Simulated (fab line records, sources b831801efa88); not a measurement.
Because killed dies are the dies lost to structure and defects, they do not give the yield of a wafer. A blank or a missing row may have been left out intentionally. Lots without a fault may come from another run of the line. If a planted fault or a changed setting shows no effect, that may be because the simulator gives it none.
fab line records || flow sky130 || part 2 of 2: steps 27 to 37 of 37
record {"lots": 5, "wafers": 15, "last-day": 48}
route steps=708 shown GATE_OXIDE@189 POLY_GATE@204 RES_PROTECT@206
lots that met no fault: from a run of the same line without faults
start-h: hours from the record's opening day to when the first of the lot's shown wafers began || wait-h: time in hours since the lot's previous step || " same as the row above || L1.1+2: several wafers, shown together as one row || - no value, or no start was given || * or withheld: withheld || < > ~ a bound
route shown NAME@n: names a module that has steps shown in the file, with the first one's number in the route || usual: mean and standard deviation over wafers with no fault || same: alike in all rows || chamber/n: place in a boat || sites: readings site by site || _std_site: their standard deviation || _edge_site: inner sites' mean taken away from outer sites' mean || radius-mm: how far each site lies from the wafer's centre || mask NAME#n: copy n || behind: tool/chamber where the wafer was last shaped || hold: cause of the lot's hold/its duration in hours/its outcome || device: which transistor (n, p or np) failed to switch || end of line: at the end of the route, the tests of the same wafers || a step without rows: its recipe alone || killed: dies that structure and defects cost at the first sort, which is not the same as the wafer's yield || map: the dies of a wafer, with x for killed, . for not killed, _ for no die there
set.NAME: setting as actually run; set.NAME@STEP: the setting as run at that earlier step || model.NAME: the simulator's own value behind a step, which no gauge read
a table for each step, a row for each wafer; lots at some steps of the route
services: a tool's chamber out of use, with start hour (start-h, from the record's first day; less than 0 if before it), hours out, and reason
## steps
# step SKY_RES_PROTECT_TW_MEAS_08
# usual {"POLY_GATE_TW": "4015/46"}
{"lot.wafer": "L074.1", "tool": "film-metro-02", "chamber": "-", "start-h": 341.32, "wait-h": 0.1, "POLY_GATE_TW": 3940}
{"lot.wafer": "L074.2", "tool": "film-metro-02", "chamber": "-", "start-h": 341.32, "wait-h": 0.1, "POLY_GATE_TW": 3944}
{"lot.wafer": "L074.4", "tool": "film-metro-02", "chamber": "-", "start-h": 341.32, "wait-h": 0.1, "POLY_GATE_TW": 3961}
{"lot.wafer": "L079.2", "tool": "film-metro-02", "chamber": "-", "start-h": 380.43, "wait-h": 0.1, "POLY_GATE_TW": 3964}
{"lot.wafer": "L079.4", "tool": "film-metro-02", "chamber": "-", "start-h": 380.43, "wait-h": 0.1, "POLY_GATE_TW": 3951}
{"lot.wafer": "L079.5", "tool": "film-metro-02", "chamber": "-", "start-h": 380.43, "wait-h": 0.1, "POLY_GATE_TW": 3959}
{"lot.wafer": "L080.1", "tool": "film-metro-02", "chamber": "-", "start-h": 390.19, "wait-h": 0.1, "POLY_GATE_TW": 3985}
{"lot.wafer": "L080.3", "tool": "film-metro-02", "chamber": "-", "start-h": 390.19, "wait-h": 0.1, "POLY_GATE_TW": 3967}
{"lot.wafer": "L080.5", "tool": "film-metro-02", "chamber": "-", "start-h": 390.19, "wait-h": 0.1, "POLY_GATE_TW": 3967}
{"lot.wafer": "L082.1", "tool": "film-metro-03", "chamber": "-", "start-h": 405.24, "wait-h": 0.1, "POLY_GATE_TW": 4017}
{"lot.wafer": "L082.4", "tool": "film-metro-03", "chamber": "-", "start-h": 405.24, "wait-h": 0.1, "POLY_GATE_TW": 4030}
{"lot.wafer": "L082.5", "tool": "film-metro-03", "chamber": "-", "start-h": 405.24, "wait-h": 0.1, "POLY_GATE_TW": 4024}
{"lot.wafer": "L085.4", "tool": "film-metro-03", "chamber": "-", "start-h": 433.12, "wait-h": 0.1, "POLY_GATE_TW": 4023}
{"lot.wafer": "L085.5", "tool": "film-metro-03", "chamber": "-", "start-h": 433.12, "wait-h": 0.1, "POLY_GATE_TW": 4026}
{"lot.wafer": "L085.6", "tool": "film-metro-03", "chamber": "-", "start-h": 433.12, "wait-h": 0.1, "POLY_GATE_TW": 4046}
# step SKY_RES_PROTECT_CLEAN_09
# recipe {"chemistry": "SC1/SC2", "mix": "1:4:20", "temp-c": 70, "time-s": 150, "dry": "n2-spin"}
{"lot.wafer": "L074.1+2+4", "tool": "wet-bench-03", "chamber": 3, "start-h": 341.38, "wait-h": 0.1}
{"lot.wafer": "L079.2+4+5", "tool": "wet-bench-04", "chamber": 1, "start-h": 380.48, "wait-h": 0.0}
{"lot.wafer": "L080.1+3+5", "tool": "wet-bench-04", "chamber": 0, "start-h": 390.25, "wait-h": 0.1}
{"lot.wafer": "L082.1+4+5", "tool": "wet-bench-01", "chamber": 0, "start-h": 405.30, "wait-h": 0.1}
{"lot.wafer": "L085.4+5+6", "tool": "wet-bench-04", "chamber": 2, "start-h": 433.15, "wait-h": 0.0}
# step SKY_POLY_GATE_CVD_03
# recipe {"material": "Si3N4", "precursor": "DCS/NH3", "target-thk-nm": 75, "temp-c": 770, "time-s": 1290, "pressure-mtorr": 250}
# usual {"spike-tc-bottom-C": "788.9/1.1", "zone-power-upper-pct": "13.01/0.13"}
{"lot.wafer": "L074.1", "tool": "lpcvd-02", "chamber": 0, "start-h": 341.43, "wait-h": 0.0, "spike-tc-bottom-C": 789.9, "zone-power-upper-pct": 12.75}
{"lot.wafer": "L074.2", "tool": "lpcvd-02", "chamber": 0, "start-h": 341.43, "wait-h": 0.0, "spike-tc-bottom-C": 789.6, "zone-power-upper-pct": 13.12}
{"lot.wafer": "L074.4", "tool": "lpcvd-02", "chamber": 0, "start-h": 341.43, "wait-h": 0.0, "spike-tc-bottom-C": 790.1, "zone-power-upper-pct": 13.11}
{"lot.wafer": "L079.2", "tool": "lpcvd-02", "chamber": 1, "start-h": 380.68, "wait-h": 0.2, "spike-tc-bottom-C": 788.8, "zone-power-upper-pct": 12.97}
{"lot.wafer": "L079.4", "tool": "lpcvd-02", "chamber": 1, "start-h": 380.68, "wait-h": 0.2, "spike-tc-bottom-C": 788.7, "zone-power-upper-pct": 13.36}
{"lot.wafer": "L079.5", "tool": "lpcvd-02", "chamber": 1, "start-h": 380.68, "wait-h": 0.2, "spike-tc-bottom-C": 788.9, "zone-power-upper-pct": 13.23}
{"lot.wafer": "L080.1", "tool": "lpcvd-02", "chamber": 0, "start-h": 390.30, "wait-h": 0.0, "spike-tc-bottom-C": 787.7, "zone-power-upper-pct": 13.03}
{"lot.wafer": "L080.3", "tool": "lpcvd-02", "chamber": 0, "start-h": 390.30, "wait-h": 0.0, "spike-tc-bottom-C": 790.0, "zone-power-upper-pct": 12.88}
{"lot.wafer": "L080.5", "tool": "lpcvd-02", "chamber": 0, "start-h": 390.30, "wait-h": 0.0, "spike-tc-bottom-C": 786.8, "zone-power-upper-pct": 13.16}
{"lot.wafer": "L082.1", "tool": "lpcvd-02", "chamber": 0, "start-h": 405.35, "wait-h": 0.0, "spike-tc-bottom-C": 788.7, "zone-power-upper-pct": 13.01}
{"lot.wafer": "L082.4", "tool": "lpcvd-02", "chamber": 0, "start-h": 405.35, "wait-h": 0.0, "spike-tc-bottom-C": 789.9, "zone-power-upper-pct": 12.84}
{"lot.wafer": "L082.5", "tool": "lpcvd-02", "chamber": 0, "start-h": 405.35, "wait-h": 0.0, "spike-tc-bottom-C": 788.7, "zone-power-upper-pct": 12.88}
{"lot.wafer": "L085.4", "tool": "lpcvd-02", "chamber": 0, "start-h": 434.25, "wait-h": 1.1, "spike-tc-bottom-C": 788.1, "zone-power-upper-pct": 13.14}
{"lot.wafer": "L085.5", "tool": "lpcvd-02", "chamber": 0, "start-h": 434.25, "wait-h": 1.1, "spike-tc-bottom-C": 788.7, "zone-power-upper-pct": 13.12}
{"lot.wafer": "L085.6", "tool": "lpcvd-02", "chamber": 0, "start-h": 434.25, "wait-h": 1.1, "spike-tc-bottom-C": 787.8, "zone-power-upper-pct": 12.83}
# step SKY_POLY_GATE_THK_MEAS_04
# recipe {"reads": "Si3N4_of_POLY_GATE_CVD_03"}
# usual {"POLY_GATE_CVD_03_THK": "75.0/0.61"}
{"lot.wafer": "L074.1", "tool": "film-metro-01", "chamber": "-", "start-h": 342.79, "wait-h": 0.0, "POLY_GATE_CVD_03_THK[nm]": 74.7}
{"lot.wafer": "L074.2", "tool": "film-metro-01", "chamber": "-", "start-h": 342.79, "wait-h": 0.0, "POLY_GATE_CVD_03_THK[nm]": 75.0}
{"lot.wafer": "L074.4", "tool": "film-metro-01", "chamber": "-", "start-h": 342.79, "wait-h": 0.0, "POLY_GATE_CVD_03_THK[nm]": 75.4}
{"lot.wafer": "L079.2", "tool": "film-metro-01", "chamber": "-", "start-h": 382.05, "wait-h": 0.0, "POLY_GATE_CVD_03_THK[nm]": 76.0}
{"lot.wafer": "L079.4", "tool": "film-metro-01", "chamber": "-", "start-h": 382.05, "wait-h": 0.0, "POLY_GATE_CVD_03_THK[nm]": 75.4}
{"lot.wafer": "L079.5", "tool": "film-metro-01", "chamber": "-", "start-h": 382.05, "wait-h": 0.0, "POLY_GATE_CVD_03_THK[nm]": 75.9}
{"lot.wafer": "L080.1", "tool": "film-metro-04", "chamber": "-", "start-h": 391.66, "wait-h": 0.0, "POLY_GATE_CVD_03_THK[nm]": 75.7}
{"lot.wafer": "L080.3", "tool": "film-metro-04", "chamber": "-", "start-h": 391.66, "wait-h": 0.0, "POLY_GATE_CVD_03_THK[nm]": 74.8}
{"lot.wafer": "L080.5", "tool": "film-metro-04", "chamber": "-", "start-h": 391.66, "wait-h": 0.0, "POLY_GATE_CVD_03_THK[nm]": 75.5}
{"lot.wafer": "L082.1", "tool": "film-metro-02", "chamber": "-", "start-h": 406.70, "wait-h": 0.0, "POLY_GATE_CVD_03_THK[nm]": 74.4}
{"lot.wafer": "L082.4", "tool": "film-metro-02", "chamber": "-", "start-h": 406.70, "wait-h": 0.0, "POLY_GATE_CVD_03_THK[nm]": 74.8}
{"lot.wafer": "L082.5", "tool": "film-metro-02", "chamber": "-", "start-h": 406.70, "wait-h": 0.0, "POLY_GATE_CVD_03_THK[nm]": 74.9}
{"lot.wafer": "L085.4", "tool": "film-metro-01", "chamber": "-", "start-h": 435.64, "wait-h": 0.0, "POLY_GATE_CVD_03_THK[nm]": 75.8}
{"lot.wafer": "L085.5", "tool": "film-metro-01", "chamber": "-", "start-h": 435.64, "wait-h": 0.0, "POLY_GATE_CVD_03_THK[nm]": 76.2}
{"lot.wafer": "L085.6", "tool": "film-metro-01", "chamber": "-", "start-h": 435.64, "wait-h": 0.0, "POLY_GATE_CVD_03_THK[nm]": 76.7}
# step SKY_POLY_GATE_DEHYDRATE_05
# recipe {"temp-c": 200, "time-s": 60}
# usual {"exhaust-pa": "45.2/0.8"}
{"lot.wafer": "L074.1", "tool": "litho-track-04", "chamber": 0, "start-h": 355.62, "wait-h": 12.8, "exhaust-pa": 43.9}
{"lot.wafer": "L074.2", "tool": "litho-track-04", "chamber": 0, "start-h": 355.62, "wait-h": 12.8, "exhaust-pa": 44.3}
{"lot.wafer": "L074.4", "tool": "litho-track-04", "chamber": 0, "start-h": 355.62, "wait-h": 12.8, "exhaust-pa": 45.3}
{"lot.wafer": "L079.2", "tool": "litho-track-04", "chamber": 0, "start-h": 395.69, "wait-h": 13.6, "exhaust-pa": 45.7}
{"lot.wafer": "L079.4", "tool": "litho-track-04", "chamber": 0, "start-h": 395.69, "wait-h": 13.6, "exhaust-pa": 45.4}
{"lot.wafer": "L079.5", "tool": "litho-track-04", "chamber": 0, "start-h": 395.69, "wait-h": 13.6, "exhaust-pa": 44.6}
{"lot.wafer": "L080.1", "tool": "litho-track-02", "chamber": 0, "start-h": 405.44, "wait-h": 13.8, "exhaust-pa": 44.5}
{"lot.wafer": "L080.3", "tool": "litho-track-02", "chamber": 0, "start-h": 405.44, "wait-h": 13.8, "exhaust-pa": 45.7}
{"lot.wafer": "L080.5", "tool": "litho-track-02", "chamber": 0, "start-h": 405.44, "wait-h": 13.8, "exhaust-pa": 44.8}
{"lot.wafer": "L082.1", "tool": "litho-track-01", "chamber": 0, "start-h": 420.44, "wait-h": 13.7, "exhaust-pa": 46.9}
{"lot.wafer": "L082.4", "tool": "litho-track-01", "chamber": 0, "start-h": 420.44, "wait-h": 13.7, "exhaust-pa": 45.8}
{"lot.wafer": "L082.5", "tool": "litho-track-01", "chamber": 0, "start-h": 420.44, "wait-h": 13.7, "exhaust-pa": 47.2}
{"lot.wafer": "L085.4", "tool": "litho-track-02", "chamber": 0, "start-h": 450.42, "wait-h": 14.8, "exhaust-pa": 46.8}
{"lot.wafer": "L085.5", "tool": "litho-track-02", "chamber": 0, "start-h": 450.42, "wait-h": 14.8, "exhaust-pa": 45.0}
{"lot.wafer": "L085.6", "tool": "litho-track-02", "chamber": 0, "start-h": 450.42, "wait-h": 14.8, "exhaust-pa": 45.7}
# step SKY_POLY_GATE_HMDS_06
# recipe {"prime-time-s": 60, "prime-temp-c": 120}
# usual {"exhaust-pa": "45.0/0.81"}
{"lot.wafer": "L074.1", "tool": "litho-track-04", "chamber": 0, "start-h": 355.77, "wait-h": 0.1, "exhaust-pa": 46.5}
{"lot.wafer": "L074.2", "tool": "litho-track-04", "chamber": 0, "start-h": 355.77, "wait-h": 0.1, "exhaust-pa": 46.0}
{"lot.wafer": "L074.4", "tool": "litho-track-04", "chamber": 0, "start-h": 355.77, "wait-h": 0.1, "exhaust-pa": 46.7}
{"lot.wafer": "L079.2", "tool": "litho-track-04", "chamber": 0, "start-h": 395.84, "wait-h": 0.1, "exhaust-pa": 45.9}
{"lot.wafer": "L079.4", "tool": "litho-track-04", "chamber": 0, "start-h": 395.84, "wait-h": 0.1, "exhaust-pa": 45.2}
{"lot.wafer": "L079.5", "tool": "litho-track-04", "chamber": 0, "start-h": 395.84, "wait-h": 0.1, "exhaust-pa": 44.3}
{"lot.wafer": "L080.1", "tool": "litho-track-02", "chamber": 0, "start-h": 405.59, "wait-h": 0.1, "exhaust-pa": 45.5}
{"lot.wafer": "L080.3", "tool": "litho-track-02", "chamber": 0, "start-h": 405.59, "wait-h": 0.1, "exhaust-pa": 44.9}
{"lot.wafer": "L080.5", "tool": "litho-track-02", "chamber": 0, "start-h": 405.59, "wait-h": 0.1, "exhaust-pa": 45.1}
{"lot.wafer": "L082.1", "tool": "litho-track-01", "chamber": 0, "start-h": 420.59, "wait-h": 0.1, "exhaust-pa": 44.7}
{"lot.wafer": "L082.4", "tool": "litho-track-01", "chamber": 0, "start-h": 420.59, "wait-h": 0.1, "exhaust-pa": 45.3}
{"lot.wafer": "L082.5", "tool": "litho-track-01", "chamber": 0, "start-h": 420.59, "wait-h": 0.1, "exhaust-pa": 45.0}
{"lot.wafer": "L085.4", "tool": "litho-track-02", "chamber": 0, "start-h": 450.57, "wait-h": 0.1, "exhaust-pa": 44.2}
{"lot.wafer": "L085.5", "tool": "litho-track-02", "chamber": 0, "start-h": 450.57, "wait-h": 0.1, "exhaust-pa": 45.0}
{"lot.wafer": "L085.6", "tool": "litho-track-02", "chamber": 0, "start-h": 450.57, "wait-h": 0.1, "exhaust-pa": 44.6}
# step SKY_POLY_GATE_COAT_07
# recipe {"resist": "BARC", "temp-c": "withheld", "time-s": "withheld", "spin-rpm": 3000, "resist-thk-nm": 110}
# usual {"dispense-pressure-kPa": "48.0/1.7", "exhaust-pa": "45.2/0.87"}
{"lot.wafer": "L074.1", "tool": "litho-track-04", "chamber": 0, "start-h": 355.92, "wait-h": 0.1, "dispense-pressure-kPa": 45.9, "exhaust-pa": 45.9}
{"lot.wafer": "L074.2", "tool": "litho-track-04", "chamber": 0, "start-h": 355.92, "wait-h": 0.1, "dispense-pressure-kPa": 45.9, "exhaust-pa": 45.3}
{"lot.wafer": "L074.4", "tool": "litho-track-04", "chamber": 0, "start-h": 355.92, "wait-h": 0.1, "dispense-pressure-kPa": 45.9, "exhaust-pa": 43.7}
{"lot.wafer": "L079.2", "tool": "litho-track-04", "chamber": 0, "start-h": 395.99, "wait-h": 0.1, "dispense-pressure-kPa": 45.9, "exhaust-pa": 44.5}
{"lot.wafer": "L079.4", "tool": "litho-track-04", "chamber": 0, "start-h": 395.99, "wait-h": 0.1, "dispense-pressure-kPa": 45.9, "exhaust-pa": 44.9}
{"lot.wafer": "L079.5", "tool": "litho-track-04", "chamber": 0, "start-h": 395.99, "wait-h": 0.1, "dispense-pressure-kPa": 45.8, "exhaust-pa": 45.7}
{"lot.wafer": "L080.1", "tool": "litho-track-02", "chamber": 0, "start-h": 405.74, "wait-h": 0.1, "dispense-pressure-kPa": 48.1, "exhaust-pa": 45.9}
{"lot.wafer": "L080.3", "tool": "litho-track-02", "chamber": 0, "start-h": 405.74, "wait-h": 0.1, "dispense-pressure-kPa": 48.1, "exhaust-pa": 45.3}
{"lot.wafer": "L080.5", "tool": "litho-track-02", "chamber": 0, "start-h": 405.74, "wait-h": 0.1, "dispense-pressure-kPa": 48.1, "exhaust-pa": 47.0}
{"lot.wafer": "L082.1", "tool": "litho-track-01", "chamber": 0, "start-h": 420.74, "wait-h": 0.1, "dispense-pressure-kPa": 50.6, "exhaust-pa": 44.2}
{"lot.wafer": "L082.4", "tool": "litho-track-01", "chamber": 0, "start-h": 420.74, "wait-h": 0.1, "dispense-pressure-kPa": 50.6, "exhaust-pa": 44.9}
{"lot.wafer": "L082.5", "tool": "litho-track-01", "chamber": 0, "start-h": 420.74, "wait-h": 0.1, "dispense-pressure-kPa": 50.6, "exhaust-pa": 45.7}
{"lot.wafer": "L085.4", "tool": "litho-track-02", "chamber": 0, "start-h": 450.72, "wait-h": 0.1, "dispense-pressure-kPa": 48.0, "exhaust-pa": 44.0}
{"lot.wafer": "L085.5", "tool": "litho-track-02", "chamber": 0, "start-h": 450.72, "wait-h": 0.1, "dispense-pressure-kPa": 48.1, "exhaust-pa": 45.1}
{"lot.wafer": "L085.6", "tool": "litho-track-02", "chamber": 0, "start-h": 450.72, "wait-h": 0.1, "dispense-pressure-kPa": 48.1, "exhaust-pa": 44.1}
# step SKY_POLY_GATE_COAT_08
# recipe {"resist": "KrF-thick", "spin-rpm": 3000, "resist-thk-nm": 450}
# usual {"dispense-pressure-kPa": "48.0/1.7", "exhaust-pa": "44.9/0.93"}
{"lot.wafer": "L074.1", "tool": "litho-track-04", "chamber": 0, "start-h": "-", "wait-h": "-", "dispense-pressure-kPa": 45.9, "exhaust-pa": 44.6}
{"lot.wafer": "L074.2", "tool": "litho-track-04", "chamber": 0, "start-h": "-", "wait-h": "-", "dispense-pressure-kPa": 45.9, "exhaust-pa": 44.6}
{"lot.wafer": "L074.4", "tool": "litho-track-04", "chamber": 0, "start-h": "-", "wait-h": "-", "dispense-pressure-kPa": 45.9, "exhaust-pa": 44.8}
{"lot.wafer": "L079.2", "tool": "litho-track-04", "chamber": 0, "start-h": "-", "wait-h": "-", "dispense-pressure-kPa": 45.9, "exhaust-pa": 45.7}
{"lot.wafer": "L079.4", "tool": "litho-track-04", "chamber": 0, "start-h": "-", "wait-h": "-", "dispense-pressure-kPa": 45.9, "exhaust-pa": 44.9}
{"lot.wafer": "L079.5", "tool": "litho-track-04", "chamber": 0, "start-h": "-", "wait-h": "-", "dispense-pressure-kPa": 45.9, "exhaust-pa": 44.7}
{"lot.wafer": "L080.1", "tool": "litho-track-02", "chamber": 0, "start-h": "-", "wait-h": "-", "dispense-pressure-kPa": 48.1, "exhaust-pa": 45.9}
{"lot.wafer": "L080.3", "tool": "litho-track-02", "chamber": 0, "start-h": "-", "wait-h": "-", "dispense-pressure-kPa": 48.0, "exhaust-pa": 44.5}
{"lot.wafer": "L080.5", "tool": "litho-track-02", "chamber": 0, "start-h": "-", "wait-h": "-", "dispense-pressure-kPa": 48.1, "exhaust-pa": 44.1}
{"lot.wafer": "L082.1", "tool": "litho-track-01", "chamber": 0, "start-h": "-", "wait-h": "-", "dispense-pressure-kPa": 50.6, "exhaust-pa": 44.3}
{"lot.wafer": "L082.4", "tool": "litho-track-01", "chamber": 0, "start-h": "-", "wait-h": "-", "dispense-pressure-kPa": 50.6, "exhaust-pa": 43.3}
{"lot.wafer": "L082.5", "tool": "litho-track-01", "chamber": 0, "start-h": "-", "wait-h": "-", "dispense-pressure-kPa": 50.6, "exhaust-pa": 43.2}
{"lot.wafer": "L085.4", "tool": "litho-track-02", "chamber": 0, "start-h": "-", "wait-h": "-", "dispense-pressure-kPa": 48.0, "exhaust-pa": 45.8}
{"lot.wafer": "L085.5", "tool": "litho-track-02", "chamber": 0, "start-h": "-", "wait-h": "-", "dispense-pressure-kPa": 48.1, "exhaust-pa": 44.7}
{"lot.wafer": "L085.6", "tool": "litho-track-02", "chamber": 0, "start-h": "-", "wait-h": "-", "dispense-pressure-kPa": 48.1, "exhaust-pa": 45.6}
# step SKY_POLY_GATE_SOFTBAKE_09
# recipe {"temp-c": 100, "time-s": 90, "resist": "KrF-thick"}
# usual {"exhaust-pa": "44.8/0.81"}
{"lot.wafer": "L074.1", "tool": "litho-track-04", "chamber": 0, "start-h": "-", "wait-h": "-", "exhaust-pa": 45.3}
{"lot.wafer": "L074.2", "tool": "litho-track-04", "chamber": 0, "start-h": "-", "wait-h": "-", "exhaust-pa": 44.4}
{"lot.wafer": "L074.4", "tool": "litho-track-04", "chamber": 0, "start-h": "-", "wait-h": "-", "exhaust-pa": 46.2}
{"lot.wafer": "L079.2", "tool": "litho-track-04", "chamber": 0, "start-h": "-", "wait-h": "-", "exhaust-pa": 45.5}
{"lot.wafer": "L079.4", "tool": "litho-track-04", "chamber": 0, "start-h": "-", "wait-h": "-", "exhaust-pa": 45.5}
{"lot.wafer": "L079.5", "tool": "litho-track-04", "chamber": 0, "start-h": "-", "wait-h": "-", "exhaust-pa": 44.3}
{"lot.wafer": "L080.1", "tool": "litho-track-02", "chamber": 0, "start-h": "-", "wait-h": "-", "exhaust-pa": 44.2}
{"lot.wafer": "L080.3", "tool": "litho-track-02", "chamber": 0, "start-h": "-", "wait-h": "-", "exhaust-pa": 44.1}
{"lot.wafer": "L080.5", "tool": "litho-track-02", "chamber": 0, "start-h": "-", "wait-h": "-", "exhaust-pa": 45.4}
{"lot.wafer": "L082.1", "tool": "litho-track-01", "chamber": 0, "start-h": "-", "wait-h": "-", "exhaust-pa": 44.2}
{"lot.wafer": "L082.4", "tool": "litho-track-01", "chamber": 0, "start-h": "-", "wait-h": "-", "exhaust-pa": 44.9}
{"lot.wafer": "L082.5", "tool": "litho-track-01", "chamber": 0, "start-h": "-", "wait-h": "-", "exhaust-pa": 45.3}
{"lot.wafer": "L085.4", "tool": "litho-track-02", "chamber": 0, "start-h": "-", "wait-h": "-", "exhaust-pa": 44.2}
{"lot.wafer": "L085.5", "tool": "litho-track-02", "chamber": 0, "start-h": "-", "wait-h": "-", "exhaust-pa": 44.2}
{"lot.wafer": "L085.6", "tool": "litho-track-02", "chamber": 0, "start-h": "-", "wait-h": "-", "exhaust-pa": 43.1}
# step SKY_POLY_GATE_EXPOSE_10
# recipe {"mask-id": "P1M", "na": 0.68, "source-shape": "conventional", "sigma-outer": 0.6, "target-cd-nm": 150, "dose-mj": 28}
{"lot.wafer": "L074.1+2+4", "tool": "krf-scanner-02", "chamber": 0, "start-h": "-", "wait-h": "-", "mask": "P1M#0"}
{"lot.wafer": "L079.2+4+5", "tool": "krf-scanner-01", "chamber": 0, "start-h": "-", "wait-h": "-", "mask": "P1M#0"}
{"lot.wafer": "L080.1+3+5", "tool": "krf-scanner-02", "chamber": 0, "start-h": "-", "wait-h": "-", "mask": "P1M#0"}
{"lot.wafer": "L082.1+4+5", "tool": "krf-scanner-02", "chamber": 0, "start-h": "-", "wait-h": "-", "mask": "P1M#0"}
{"lot.wafer": "L085.4+5+6", "tool": "krf-scanner-02", "chamber": 0, "start-h": "-", "wait-h": "-", "mask": "P1M#0"}
# step SKY_POLY_GATE_PEB_11
# recipe {"peb-temp-c": "withheld", "peb-time-s": "withheld", "resist": "KrF-thick"}
# usual {"exhaust-pa": "44.9/0.96"}
{"lot.wafer": "L074.1", "tool": "litho-track-01", "chamber": 0, "start-h": "-", "wait-h": "-", "exhaust-pa": 45.6}
{"lot.wafer": "L074.2", "tool": "litho-track-01", "chamber": 0, "start-h": "-", "wait-h": "-", "exhaust-pa": 45.7}
{"lot.wafer": "L074.4", "tool": "litho-track-01", "chamber": 0, "start-h": "-", "wait-h": "-", "exhaust-pa": 44.3}
{"lot.wafer": "L079.2", "tool": "litho-track-04", "chamber": 0, "start-h": "-", "wait-h": "-", "exhaust-pa": 43.1}
{"lot.wafer": "L079.4", "tool": "litho-track-04", "chamber": 0, "start-h": "-", "wait-h": "-", "exhaust-pa": 43.3}
{"lot.wafer": "L079.5", "tool": "litho-track-04", "chamber": 0, "start-h": "-", "wait-h": "-", "exhaust-pa": 43.7}
{"lot.wafer": "L080.1", "tool": "litho-track-02", "chamber": 0, "start-h": "-", "wait-h": "-", "exhaust-pa": 45.2}
{"lot.wafer": "L080.3", "tool": "litho-track-02", "chamber": 0, "start-h": "-", "wait-h": "-", "exhaust-pa": 45.8}
{"lot.wafer": "L080.5", "tool": "litho-track-02", "chamber": 0, "start-h": "-", "wait-h": "-", "exhaust-pa": 45.2}
{"lot.wafer": "L082.1", "tool": "litho-track-01", "chamber": 0, "start-h": "-", "wait-h": "-", "exhaust-pa": 44.4}
{"lot.wafer": "L082.4", "tool": "litho-track-01", "chamber": 0, "start-h": "-", "wait-h": "-", "exhaust-pa": 44.0}
{"lot.wafer": "L082.5", "tool": "litho-track-01", "chamber": 0, "start-h": "-", "wait-h": "-", "exhaust-pa": 44.8}
{"lot.wafer": "L085.4", "tool": "litho-track-02", "chamber": 0, "start-h": "-", "wait-h": "-", "exhaust-pa": 45.2}
{"lot.wafer": "L085.5", "tool": "litho-track-02", "chamber": 0, "start-h": "-", "wait-h": "-", "exhaust-pa": 43.1}
{"lot.wafer": "L085.6", "tool": "litho-track-02", "chamber": 0, "start-h": "-", "wait-h": "-", "exhaust-pa": 44.1}
## services
{"tool": "krf-scanner-02", "chamber": "-", "start-h": 280.26, "hours": 3.6, "kind": "pm"}
{"tool": "wet-bench-04", "chamber": "-", "start-h": 282.67, "hours": 1.9, "kind": "pm"}
{"tool": "krf-scanner-02", "chamber": "-", "start-h": 286.63, "hours": 0.2, "kind": "repair"}
{"tool": "iline-stepper-01", "chamber": "-", "start-h": 287.80, "hours": 1.7, "kind": "pm"}
{"tool": "implanter-02", "chamber": "-", "start-h": 292.84, "hours": 2.2, "kind": "repair"}
{"tool": "implanter-04", "chamber": "-", "start-h": 295.59, "hours": 0.8, "kind": "repair"}
{"tool": "iline-stepper-01", "chamber": "-", "start-h": 300.71, "hours": 3.3, "kind": "repair"}
{"tool": "plasma-asher-02", "chamber": "-", "start-h": 311.08, "hours": 0.5, "kind": "repair"}
{"tool": "implanter-01", "chamber": "-", "start-h": 334.84, "hours": 4.1, "kind": "repair"}
{"tool": "iline-stepper-02", "chamber": "-", "start-h": 336.88, "hours": 4.4, "kind": "pm"}
{"tool": "implanter-02", "chamber": "-", "start-h": 341.40, "hours": 0.9, "kind": "repair"}
{"tool": "iline-stepper-02", "chamber": "-", "start-h": 360.04, "hours": 2.1, "kind": "pm"}
{"tool": "implanter-01", "chamber": "-", "start-h": 360.78, "hours": 2.1, "kind": "pm"}
{"tool": "krf-scanner-02", "chamber": "-", "start-h": 364.78, "hours": 1.3, "kind": "pm"}
{"tool": "lpcvd-01", "chamber": "-", "start-h": 381.85, "hours": 1.3, "kind": "repair"}
{"tool": "krf-scanner-02", "chamber": "-", "start-h": 384.31, "hours": 14.7, "kind": "repair"}
{"tool": "lpcvd-02", "chamber": "-", "start-h": 386.32, "hours": 0.4, "kind": "repair"}
{"tool": "implanter-02", "chamber": "-", "start-h": 394.73, "hours": 6.7, "kind": "pm"}
{"tool": "furnace-01", "chamber": "-", "start-h": 394.87, "hours": 3.9, "kind": "pm"}
{"tool": "krf-scanner-02", "chamber": "-", "start-h": 397.52, "hours": 0.6, "kind": "repair"}
{"tool": "krf-scanner-02", "chamber": "-", "start-h": 400.31, "hours": 1.0, "kind": "pm"}
{"tool": "krf-scanner-02", "chamber": "-", "start-h": 401.31, "hours": 0.8, "kind": "pm"}
{"tool": "iline-stepper-02", "chamber": "-", "start-h": 411.38, "hours": 1.7, "kind": "pm"}
{"tool": "implanter-01", "chamber": "-", "start-h": 456.49, "hours": 6.4, "kind": "repair"}
